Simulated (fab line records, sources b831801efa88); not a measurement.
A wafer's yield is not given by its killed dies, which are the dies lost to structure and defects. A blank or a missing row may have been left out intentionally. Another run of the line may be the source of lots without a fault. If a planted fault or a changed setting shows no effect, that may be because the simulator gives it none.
The same fault as seen by 2 desks | flow sky130 | each desk has only its own numbers; what lay behind them comes last

THE METROLOGY DESK
Lot by lot, what the gauges showed, no matter which tool ran the lot: averages of those sampled wafers that carry a number. A lot is out of limits, marked OUT, if its mean lies more than 4 standard deviations from the usual mean; the brackets give that distance.
Columns: A = PASSIVATION_CVD_00_THK at SKY_PASSIVATION_THK_MEAS_01, usual 89.9 nm
lot  | first seen here | A
L197 | day 43 19:02    | 88.7
L201 | day 45 00:20    | 88.9
L216 | day 48 18:29    | 90.0
L215 | day 48 21:37    | 90.4
L219 | day 49 07:46    | 89.7
L220 | day 49 09:35    | 89.4
This desk found nothing out of limits on any of the 6 lots.

AT THE TOOL OWNER'S DESK: pecvd-01
The tool's own readings at SKY_PASSIVATION_CVD_02 (deposits Si3N4, target thk 540 nm): means of the sampled wafers that have a number, for each lot that ran on this tool. A lot is out of limits, marked OUT, if its mean lies more than 4 standard deviations from the usual mean; the brackets give that distance.
Columns: A = heater-power-outer-w at SKY_PASSIVATION_CVD_02, usual 473 W; B = heater-power-w at SKY_PASSIVATION_CVD_02, usual 778 W
lot  | first seen here | A   | B
L197 | day 43 19:06    | 487 | 769
L219 | day 49 07:50    | 447 | 733
This desk found nothing out of limits on any of the 2 lots.

PUT TOGETHER
Nothing out of limits was seen by the metrology desk.
Nothing out of limits was seen by the tool owner's desk.

WHAT THE SIMULATOR HAD PUT IN
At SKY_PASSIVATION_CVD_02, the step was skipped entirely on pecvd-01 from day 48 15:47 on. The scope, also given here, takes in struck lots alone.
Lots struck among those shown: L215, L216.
